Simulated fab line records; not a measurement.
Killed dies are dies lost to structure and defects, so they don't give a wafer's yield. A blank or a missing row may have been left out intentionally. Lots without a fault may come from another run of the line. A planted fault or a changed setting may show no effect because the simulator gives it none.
Problem report in the 8D (eight disciplines) form, filled by code || flow sky130 || the parts of the form that need people (team, actions taken, sign-off) are left out

## 1. THE ISSUE
chamberPressureTorr at SKY_LI_CONTACT_CVD_21 reads a mean of 44.79 Torr on 3 wafers of 2 lots; wafers without a fault read 40.01 Torr with a standard deviation of 0.083. That puts it +58 standard deviations away from the usual mean.
The step: deposits W, target thk 400 nm, time 120.56 s.
Earliest sighting: wafer L634.1 on cvdW-01 at day 32 20:10. Wafers with a number at this step in the record: 39, from 13 lots. Rule for "out", or "out of limits": more than 4 standard deviations from the usual mean. Any other wafer with a number is counted as sound.

## 2. WHAT IT IS; WHAT IT IS NOT
{"question": "which readings at this step", "is": "chamberPressureTorr", "is not": "heaterPowerW, susceptorTempC"}
{"question": "which lots", "is": "L634, L637", "is not": "L626, L627, L628, L629, L631, L635, L641, L643, L646, L647, L649"}
{"question": "which wafers of those lots", "is": "L634.1, L634.5, L637.6", "is not": "L634.2, L637.2, L637.3"}
{"question": "read on which tools", "is": "cvdW-01", "is not": "cvdW-02"}
{"question": "when", "is": "from day 32 20:10", "is not": "up to then (19 sound wafers); but 17 sound wafers of L637, L641, L643, L646, L647, L649 came after"}

## 3. THE SUSPECTS, EACH WITH WHAT RULES IT OUT
Counting: if a tool at a process step up to the reading ran every lot that is out, it stays a suspect. Sound lots after the first of them don't rule it out here, since some wafers of a struck lot are sound.
- cvdW-01 at SKY_LI_CONTACT_CVD_21 (deposits W, target thk 400 nm, time 120.56 s): kept. Every lot that is out went through it, the first being L634 (day 32 20:10); the last sound lot it ran before that was L629 (day 29 21:41). Its own chamberPressureTorr readings are out on those wafers.
- The sound lot-mates ran in chamber 1 of cvdW-01 at SKY_LI_CONTACT_CVD_21, but the wafers that are out ran in chamber 0.
Remaining after the count: cvdW-01 at SKY_LI_CONTACT_CVD_21.

## 4. THE CAUSE (what the simulator had put in)
cvdW-01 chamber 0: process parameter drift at SKY_LI_CONTACT_CVD_21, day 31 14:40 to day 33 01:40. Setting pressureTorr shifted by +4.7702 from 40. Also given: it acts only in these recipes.
After counting, this tool was the only one left.

## 5. THE CHAIN OF EFFECTS, in route order
Each row: a reading whose mean over the struck wafers that have a number lies more than 3 standard deviations from the usual. Readings are gone through only where the record gives a usual standard deviation; hours: the median, over the lots, of the time from a lot's start at the first step in this table giving one to that lot's start at this step; sigmas: the change measured in usual standard deviations.
{"hours": 0, "step": "SKY_LI_CONTACT_CVD_21", "reading": "chamberPressureTorr", "usual": "40.01 Torr", "on struck wafers": 44.79, "change": "+4.78", "sigmas": "+58"}
Process steps it contains:
- SKY_LI_CONTACT_CVD_21: deposits W, target thk 400 nm, time 120.56 s.

## 6. WHAT WOULD HAVE CAUGHT IT SOONER
30 hours passed between the start of the fault at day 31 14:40 and the first reading out of limits in this record, taken at day 32 20:10.
